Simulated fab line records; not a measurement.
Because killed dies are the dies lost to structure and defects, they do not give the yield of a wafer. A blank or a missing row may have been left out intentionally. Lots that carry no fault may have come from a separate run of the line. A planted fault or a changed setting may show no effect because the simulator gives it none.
Which tool did it? || flow sfqLine || Sampling: 14 lots, 42 wafers, 3 of 325 route steps

== WHAT THE GAUGES READ, wafer by wafer ==
Not one reading of a measure or inspect step in the record can be checked against a usual standard deviation.

== WHAT TOOL EACH LOT RAN ON (gives the tool, then ch and the chambers of the sampled wafers, and finally the start) ==
{"lot": "L421", "SFQ_TRILAYER_I0_CMP_CMP_028": "cmp-01 ch 1,2, day 6 09:50", "SFQ_TRILAYER_I0_METRO_MEASURE_029": "filmMetro-01, day 6 12:57", "SFQ_TRILAYER_I0_VIA_ETCH_VIA_ETCH_034": "rieDiel-02 ch 0,1,2, day 10 06:01"}
{"lot": "L422", "SFQ_TRILAYER_I0_CMP_CMP_028": "cmp-01 ch 2,3, day 6 16:20", "SFQ_TRILAYER_I0_METRO_MEASURE_029": "filmMetro-02, day 6 18:57", "SFQ_TRILAYER_I0_VIA_ETCH_VIA_ETCH_034": "rieDiel-01 ch 0,1,2, day 10 11:59"}
{"lot": "L423", "SFQ_TRILAYER_I0_CMP_CMP_028": "cmp-02 ch 0,2, day 6 19:27", "SFQ_TRILAYER_I0_METRO_MEASURE_029": "filmMetro-02, day 6 22:58", "SFQ_TRILAYER_I0_VIA_ETCH_VIA_ETCH_034": "rieDiel-01 ch 0,3, day 10 17:59"}
{"lot": "L427", "SFQ_TRILAYER_I0_CMP_CMP_028": "cmp-02 ch 1,3, day 7 13:57", "SFQ_TRILAYER_I0_METRO_MEASURE_029": "filmMetro-03, day 7 16:46", "SFQ_TRILAYER_I0_VIA_ETCH_VIA_ETCH_034": "rieDiel-01 ch 0,1,3, day 11 12:03"}
{"lot": "L431", "SFQ_TRILAYER_I0_CMP_CMP_028": "cmp-01 ch 2,3, day 8 16:39", "SFQ_TRILAYER_I0_METRO_MEASURE_029": "filmMetro-02, day 8 19:52", "SFQ_TRILAYER_I0_VIA_ETCH_VIA_ETCH_034": "rieDiel-02 ch 0,1, day 12 18:01"}
{"lot": "L432", "SFQ_TRILAYER_I0_CMP_CMP_028": "cmp-01 ch 0,1, day 9 05:05", "SFQ_TRILAYER_I0_METRO_MEASURE_029": "filmMetro-02, day 9 11:44", "SFQ_TRILAYER_I0_VIA_ETCH_VIA_ETCH_034": "rieDiel-03 ch 0,2, day 13 21:59"}
{"lot": "L434", "SFQ_TRILAYER_I0_CMP_CMP_028": "cmp-02 ch 2,3, day 9 11:18", "SFQ_TRILAYER_I0_METRO_MEASURE_029": "filmMetro-03, day 9 14:49", "SFQ_TRILAYER_I0_VIA_ETCH_VIA_ETCH_034": "rieDiel-01 ch 0,3, day 14 01:35"}
{"lot": "L435", "SFQ_TRILAYER_I0_CMP_CMP_028": "cmp-02 ch 0,2,3, day 9 17:47", "SFQ_TRILAYER_I0_METRO_MEASURE_029": "filmMetro-01, day 9 20:55", "SFQ_TRILAYER_I0_VIA_ETCH_VIA_ETCH_034": "rieDiel-03 ch 0,1,2, day 14 07:35"}
{"lot": "L436", "SFQ_TRILAYER_I0_CMP_CMP_028": "cmp-02 ch 0,1,2, day 10 03:17", "SFQ_TRILAYER_I0_METRO_MEASURE_029": "filmMetro-01, day 10 05:55", "SFQ_TRILAYER_I0_VIA_ETCH_VIA_ETCH_034": "rieDiel-03 ch 1,2,3, day 15 01:32"}
{"lot": "L438", "SFQ_TRILAYER_I0_CMP_CMP_028": "cmp-02 ch 1,3, day 10 12:17", "SFQ_TRILAYER_I0_METRO_MEASURE_029": "filmMetro-02, day 10 14:55", "SFQ_TRILAYER_I0_VIA_ETCH_VIA_ETCH_034": "rieDiel-03 ch 0,1,2, day 15 14:41"}
{"lot": "L441", "SFQ_TRILAYER_I0_CMP_CMP_028": "cmp-02 ch 0,3, day 11 04:17", "SFQ_TRILAYER_I0_METRO_MEASURE_029": "filmMetro-03, day 11 07:07", "SFQ_TRILAYER_I0_VIA_ETCH_VIA_ETCH_034": "rieDiel-01 ch 1,2, day 16 11:05"}
{"lot": "L442", "SFQ_TRILAYER_I0_CMP_CMP_028": "cmp-02 ch 0,1,2, day 11 10:17", "SFQ_TRILAYER_I0_METRO_MEASURE_029": "filmMetro-03, day 11 13:07", "SFQ_TRILAYER_I0_VIA_ETCH_VIA_ETCH_034": "rieDiel-01 ch 1,3, day 16 19:29"}
{"lot": "L443", "SFQ_TRILAYER_I0_CMP_CMP_028": "cmp-01 ch 0,1,3, day 11 15:36", "SFQ_TRILAYER_I0_METRO_MEASURE_029": "filmMetro-02, day 11 18:43", "SFQ_TRILAYER_I0_VIA_ETCH_VIA_ETCH_034": "rieDiel-02 ch 0,3, day 17 02:47"}
{"lot": "L444", "SFQ_TRILAYER_I0_CMP_CMP_028": "cmp-01 ch 0,1,3, day 12 01:06", "SFQ_TRILAYER_I0_METRO_MEASURE_029": "filmMetro-03, day 12 03:43", "SFQ_TRILAYER_I0_VIA_ETCH_VIA_ETCH_034": "rieDiel-02 ch 0,1,3, day 17 09:59"}
- SFQ_TRILAYER_I0_CMP_CMP_028: polishes SiO2.
- SFQ_TRILAYER_I0_METRO_MEASURE_029
- SFQ_TRILAYER_I0_VIA_ETCH_VIA_ETCH_034: etches SiO2 in CHF3, stops on Nb, target depth 260 nm.

== WHAT THE TOOLS THEMSELVES READ (means of the sampled wafers that have a number; where no wafer has one, the mark that the record gives instead) ==
SFQ_TRILAYER_I0_CMP_CMP_028. Usual: motorCurrentA 10.3 A, standard deviation 1.4; timeToEndpointS 215 s, standard deviation 7.9.
{"lot": "L421", "tool": "cmp-01", "motorCurrentA (A)": 9.6, "timeToEndpointS (s)": 214, "flag": ""}
{"lot": "L422", "tool": "cmp-01", "motorCurrentA (A)": 10.6, "timeToEndpointS (s)": 214, "flag": ""}
{"lot": "L423", "tool": "cmp-02", "motorCurrentA (A)": 11.3, "timeToEndpointS (s)": 229, "flag": ""}
{"lot": "L427", "tool": "cmp-02", "motorCurrentA (A)": 9.5, "timeToEndpointS (s)": 213, "flag": ""}
{"lot": "L431", "tool": "cmp-01", "motorCurrentA (A)": 10.3, "timeToEndpointS (s)": 214, "flag": ""}
{"lot": "L432", "tool": "cmp-01", "motorCurrentA (A)": 9.1, "timeToEndpointS (s)": 220, "flag": ""}
{"lot": "L434", "tool": "cmp-02", "motorCurrentA (A)": 11.0, "timeToEndpointS (s)": 232, "flag": ""}
{"lot": "L435", "tool": "cmp-02", "motorCurrentA (A)": 10.3, "timeToEndpointS (s)": 224, "flag": ""}
{"lot": "L436", "tool": "cmp-02", "motorCurrentA (A)": 10.8, "timeToEndpointS (s)": 211, "flag": ""}
{"lot": "L438", "tool": "cmp-02", "motorCurrentA (A)": 9.7, "timeToEndpointS (s)": 220, "flag": ""}
{"lot": "L441", "tool": "cmp-02", "motorCurrentA (A)": 9.2, "timeToEndpointS (s)": 208, "flag": ""}
{"lot": "L442", "tool": "cmp-02", "motorCurrentA (A)": 10.3, "timeToEndpointS (s)": 217, "flag": ""}
{"lot": "L443", "tool": "cmp-01", "motorCurrentA (A)": 10.3, "timeToEndpointS (s)": 205, "flag": ""}
{"lot": "L444", "tool": "cmp-01", "motorCurrentA (A)": 10.3, "timeToEndpointS (s)": 210, "flag": ""}

SFQ_TRILAYER_I0_METRO_MEASURE_029. Usual: 199.9 nm for thkNm, sd 1.
{"lot": "L421", "tool": "filmMetro-01", "thkNm (nm)": 200.3, "flag": ""}
{"lot": "L422", "tool": "filmMetro-02", "thkNm (nm)": 200.7, "flag": ""}
{"lot": "L423", "tool": "filmMetro-02", "thkNm (nm)": 200.3, "flag": ""}
{"lot": "L427", "tool": "filmMetro-03", "thkNm (nm)": 199.7, "flag": ""}
{"lot": "L431", "tool": "filmMetro-02", "thkNm (nm)": 195.6, "flag": "OFF"}
{"lot": "L432", "tool": "filmMetro-02", "thkNm (nm)": 195.6, "flag": "OFF"}
{"lot": "L434", "tool": "filmMetro-03", "thkNm (nm)": 199.8, "flag": ""}
{"lot": "L435", "tool": "filmMetro-01", "thkNm (nm)": 198.8, "flag": ""}
{"lot": "L436", "tool": "filmMetro-01", "thkNm (nm)": 199.4, "flag": ""}
{"lot": "L438", "tool": "filmMetro-02", "thkNm (nm)": 199.6, "flag": ""}
{"lot": "L441", "tool": "filmMetro-03", "thkNm (nm)": 199.5, "flag": ""}
{"lot": "L442", "tool": "filmMetro-03", "thkNm (nm)": 200.4, "flag": ""}
{"lot": "L443", "tool": "filmMetro-02", "thkNm (nm)": 200.4, "flag": ""}
{"lot": "L444", "tool": "filmMetro-03", "thkNm (nm)": 199.2, "flag": ""}

SFQ_TRILAYER_I0_VIA_ETCH_VIA_ETCH_034. Usual: drypumpMotorCurrentA 5.6 A, standard deviation 0.53; oesProductAu 0.854 a.u., standard deviation 0.0048; rfFwdPowerW 498.0 W, standard deviation 1.8.
{"lot": "L421", "tool": "rieDiel-02", "drypumpMotorCurrentA (A)": 5.7, "oesProductAu (a.u.)": 0.852, "rfFwdPowerW (W)": 497.0, "flag": ""}
{"lot": "L422", "tool": "rieDiel-01", "drypumpMotorCurrentA (A)": 5.7, "oesProductAu (a.u.)": 0.857, "rfFwdPowerW (W)": 497.4, "flag": ""}
{"lot": "L423", "tool": "rieDiel-01", "drypumpMotorCurrentA (A)": 6.1, "oesProductAu (a.u.)": 0.854, "rfFwdPowerW (W)": 496.8, "flag": ""}
{"lot": "L427", "tool": "rieDiel-01", "drypumpMotorCurrentA (A)": 5.7, "oesProductAu (a.u.)": 0.858, "rfFwdPowerW (W)": 497.0, "flag": ""}
{"lot": "L431", "tool": "rieDiel-02", "drypumpMotorCurrentA (A)": 5.7, "oesProductAu (a.u.)": 0.843, "rfFwdPowerW (W)": 496.7, "flag": ""}
{"lot": "L432", "tool": "rieDiel-03", "drypumpMotorCurrentA (A)": 5.1, "oesProductAu (a.u.)": 0.846, "rfFwdPowerW (W)": 499.7, "flag": ""}
{"lot": "L434", "tool": "rieDiel-01", "drypumpMotorCurrentA (A)": 6.2, "oesProductAu (a.u.)": 0.855, "rfFwdPowerW (W)": 496.0, "flag": ""}
{"lot": "L435", "tool": "rieDiel-03", "drypumpMotorCurrentA (A)": 5.4, "oesProductAu (a.u.)": 0.848, "rfFwdPowerW (W)": 497.4, "flag": ""}
{"lot": "L436", "tool": "rieDiel-03", "drypumpMotorCurrentA (A)": 5.4, "oesProductAu (a.u.)": 0.852, "rfFwdPowerW (W)": 498.7, "flag": ""}
{"lot": "L438", "tool": "rieDiel-03", "drypumpMotorCurrentA (A)": 5.3, "oesProductAu (a.u.)": 0.851, "rfFwdPowerW (W)": 497.2, "flag": ""}
{"lot": "L441", "tool": "rieDiel-01", "drypumpMotorCurrentA (A)": 5.2, "oesProductAu (a.u.)": 0.850, "rfFwdPowerW (W)": 496.9, "flag": ""}
{"lot": "L442", "tool": "rieDiel-01", "drypumpMotorCurrentA (A)": 5.5, "oesProductAu (a.u.)": 0.855, "rfFwdPowerW (W)": 499.0, "flag": ""}
{"lot": "L443", "tool": "rieDiel-02", "drypumpMotorCurrentA (A)": 6.1, "oesProductAu (a.u.)": 0.856, "rfFwdPowerW (W)": 499.3, "flag": ""}
{"lot": "L444", "tool": "rieDiel-02", "drypumpMotorCurrentA (A)": 5.9, "oesProductAu (a.u.)": 0.856, "rfFwdPowerW (W)": 499.7, "flag": ""}

== THE ANSWER, worked out from the rows above alone ==
Rule: take the mean of a lot's wafers that have a number; if it is more than 3 standard deviations from the usual mean, the lot is off. Also off: a lot with no number at a reading for which 4 or more lots have one. Any other lot the step has rows for is counted as sound. Order of review: gauges by route order, followed by the tools' own readings, for which a lot's mean as printed above is used. At the first step where some lot is off, the reading lying furthest off is the one used; lots without a number count as furthest.
Off: L431, L432 (SFQ_TRILAYER_I0_METRO_MEASURE_029, thkNm).
A tool fits if, at that step or a process step before it, it ran every lot that is off, and no sound lot after the first of them. Not one of the candidates tried fits.

== WHAT THE SIMULATOR HAD INSERTED ==
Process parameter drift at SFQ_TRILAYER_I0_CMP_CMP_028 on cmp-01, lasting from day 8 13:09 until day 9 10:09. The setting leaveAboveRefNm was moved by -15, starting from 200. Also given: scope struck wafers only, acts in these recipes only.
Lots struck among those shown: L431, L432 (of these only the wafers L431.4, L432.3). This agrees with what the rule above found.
